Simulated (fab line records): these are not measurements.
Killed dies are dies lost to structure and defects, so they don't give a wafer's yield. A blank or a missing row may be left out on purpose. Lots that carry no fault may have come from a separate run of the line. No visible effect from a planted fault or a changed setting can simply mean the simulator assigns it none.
Matching of chambers :: flow sky130 :: SKY_PASSIVATION_CVD_00 on pecvd-03: 3 sister chambers
The step deposits SiO2, target thk 90 nm. 3 wafers are shown with their chamber, then 9 later ones without.

== WAFERS WITH THEIR CHAMBER ==
wafer: L082.4
chamber: 2
heaterPowerW (W): 793

wafer: L085.1
chamber: 0
heaterPowerW (W): 805

wafer: L085.5
chamber: 1
heaterPowerW (W): 819

== WAFERS WITH NO CHAMBER GIVEN ==
wafer: L086.1
heaterPowerW (W): 906

wafer: L086.2
heaterPowerW (W): 815

wafer: L086.3
heaterPowerW (W): 924

wafer: L086.4
heaterPowerW (W): 930

wafer: L086.5
heaterPowerW (W): 926

wafer: L086.6
heaterPowerW (W): 673

wafer: L087.1
heaterPowerW (W): 980

wafer: L087.2
heaterPowerW (W): 984

wafer: L087.6
heaterPowerW (W): 967

== CHAMBER TAKEN BY EACH ==
wafer: L086.1
from the rows above: can't be placed: 1 or 0 or 2
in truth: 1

wafer: L086.2
from the rows above: can't be placed: 1 or 0 or 2
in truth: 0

wafer: L086.3
from the rows above: can't be placed: 1 or 0 or 2
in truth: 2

wafer: L086.4
from the rows above: can't be placed: 1 or 0 or 2
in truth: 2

wafer: L086.5
from the rows above: can't be placed: 1 or 0 or 2
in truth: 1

wafer: L086.6
from the rows above: can't be placed: 2 or 0 or 1
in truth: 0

wafer: L087.1
from the rows above: can't be placed: 1 or 0 or 2
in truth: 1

wafer: L087.2
from the rows above: can't be placed: 1 or 0 or 2
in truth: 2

wafer: L087.6
from the rows above: can't be placed: 1 or 0 or 2
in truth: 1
Correct placement for 0 of the 9. Not placeable from these rows: 9 (in 9, the candidates include the true chamber). Placed wrongly: 0.
How it was worked out, from the rows above alone: a wafer's distance from a chamber is the root of the sum, over the readings, of the square of ((its reading less the chamber's mean) divided by the reading's scatter). The wafer belongs to the nearest chamber; if the next one is less than 2 further off, it can't be placed. The mean given for a chamber averages the wafers shown for that chamber. The scatter: root of mean squared gap, hidden wafer to nearest shown wafer, with one shown wafer a chamber.
